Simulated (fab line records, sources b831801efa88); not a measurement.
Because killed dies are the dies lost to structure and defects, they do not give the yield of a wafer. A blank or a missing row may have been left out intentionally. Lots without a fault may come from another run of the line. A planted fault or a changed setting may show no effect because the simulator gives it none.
Chamber matching / flow gf180mcu / pecvd-01 running GF_PASSIVATION_CVD_02: 3 sister chambers
The step deposits Si3N4, target thk 700 nm, time 486.18 s. 3 wafers are shown with their chamber, then 8 later ones without.

WAFERS PAIRED WITH THEIR CHAMBERS
wafer=L900.1; chamber=0; heaterPowerW (W)=705
wafer=L900.6; chamber=1; heaterPowerW (W)=695
wafer=L901.1; chamber=2; heaterPowerW (W)=601

WAFERS WHOSE CHAMBER IS MISSING
wafer=L901.3; heaterPowerW (W)=711
wafer=L901.6; heaterPowerW (W)=683
wafer=L903.2; heaterPowerW (W)=620
wafer=L903.3; heaterPowerW (W)=669
wafer=L903.6; heaterPowerW (W)=655
wafer=L904.2; heaterPowerW (W)=633
wafer=L904.3; heaterPowerW (W)=731
wafer=L904.4; heaterPowerW (W)=726

WHICH CHAMBER EACH WENT THROUGH
wafer=L901.3; from the rows above=can't be placed: 0 or 1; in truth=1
wafer=L901.6; from the rows above=can't be placed: 1 or 0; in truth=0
wafer=L903.2; from the rows above=2; in truth=2
wafer=L903.3; from the rows above=can't be placed: 1 or 0 or 2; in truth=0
wafer=L903.6; from the rows above=can't be placed: 1 or 0 or 2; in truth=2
wafer=L904.2; from the rows above=can't be placed: 2 or 1 or 0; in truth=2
wafer=L904.3; from the rows above=can't be placed: 0 or 1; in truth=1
wafer=L904.4; from the rows above=can't be placed: 0 or 1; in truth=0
Correctly placed: 1 of 8. Not placeable from these rows: 7 (in 7, the candidates include the true chamber). Number placed wrongly: 0.
How it was worked out, from the rows above alone: a wafer's distance from a chamber is the root of the sum, over the readings, of the square of ((its reading less the chamber's mean) divided by the reading's scatter). The wafer belongs to the nearest chamber; if the next one is less than 2 further off, it can't be placed. The mean given for a chamber averages the wafers shown for that chamber. The scatter: with one shown wafer a chamber, the root of the mean of the squares of how far each hidden wafer lies from its nearest shown one.
